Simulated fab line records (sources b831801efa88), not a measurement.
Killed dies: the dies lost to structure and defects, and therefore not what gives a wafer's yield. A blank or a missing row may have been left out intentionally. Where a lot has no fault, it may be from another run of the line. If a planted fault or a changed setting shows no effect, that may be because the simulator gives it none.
Problem report, 8D (eight disciplines) form, completed by code || flow sky130 || the parts of the form that need people (team, actions taken, sign-off) are left out

1. PROBLEM STATEMENT
cathode-dc-power-W at SKY_METAL5_SPUTTER_00 reads a mean of 3216.4 W on 2 wafers of 2 lots; wafers without a fault read 3000.0 W with a standard deviation of 0.51. That is +99 or more standard deviations from the usual mean.
The step: material Ti, target thk 15 nm, time 10 s.
The first sign was on wafer L407.6 at day 45 08:53, on pvd-sputter-01. Wafers with a number at this step in the record: 14, from 6 lots. Rule for "out" (also "out of limits"): further than 4 standard deviations from the usual mean. The rest of the wafers with a number are treated as sound.

2. WHAT IT IS, AND WHAT IT ISN'T
{"question": "which readings at this step", "is": "cathode-dc-power-W", "is not": "throttle-valve-pct"}
{"question": "which lots", "is": "L407, L409", "is not": "L399, L402, L418, L421"}
{"question": "which wafers of those lots", "is": "all that have a number", "is not": "-"}
{"question": "read on which tools", "is": "pvd-sputter-01", "is not": "pvd-sputter-04"}
{"question": "when", "is": "from day 45 08:53", "is not": "up to then (6 sound wafers); but 6 sound wafers of L418, L421 came after"}

3. THE SUSPECTS, EACH WITH WHAT RULES IT OUT
Counting: any tool at a process step up to the reading is kept as a suspect provided that every lot that is out went through it and no sound lot did after the first of them.
- cvd-w-02 at SKY_VIA4_CVD_18 (deposits W, target thk 505 nm, time 152.14 s): kept. It ran every lot that is out, first L407 (day 45 08:21), and no sound lot after that.
- pvd-sputter-01 at SKY_METAL5_SPUTTER_00 (material Ti, target thk 15 nm, time 10 s): kept. It processed each lot that is out, first L407 at day 45 08:53, and no sound lot thereafter; up to then, the last sound lot it processed was L402 at day 44 15:27. Out on those wafers are its own readings of cathode-dc-power-W.
Remaining after the count are cvd-w-02 at SKY_VIA4_CVD_18 and pvd-sputter-01 at SKY_METAL5_SPUTTER_00.

4. THE CAUSE (what the simulator had put in)
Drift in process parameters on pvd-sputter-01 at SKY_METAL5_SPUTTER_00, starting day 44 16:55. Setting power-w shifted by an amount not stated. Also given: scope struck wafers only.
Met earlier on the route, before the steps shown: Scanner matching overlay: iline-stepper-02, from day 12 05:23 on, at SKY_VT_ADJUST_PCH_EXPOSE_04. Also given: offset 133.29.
This tool is one of the 2 suspects left after counting.

5. SEQUENCE OF EFFECTS, ordered by route
Each row: a reading whose mean over the struck wafers that have a number lies more than 3 standard deviations from the usual. Readings are gone through only where the record gives a usual standard deviation; hours: the median, over the lots, of the time from a lot's start at the first step in this table giving one to that lot's start at this step; sigmas: the change measured in usual standard deviations.
{"hours": 0, "step": "SKY_METAL5_SPUTTER_00", "reading": "cathode-dc-power-W", "usual": "3000.0 W", "on struck wafers": 3216.4, "change": "+216.4", "sigmas": "+99 or more"}
The process steps in it:
- SKY_METAL5_SPUTTER_00: material Ti, target thk 15 nm, time 10 s.

6. HOW IT WOULD HAVE BEEN CAUGHT EARLIER
First out-of-limits reading in this record: day 45 08:53, which is 16 hours after fault onset at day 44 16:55.
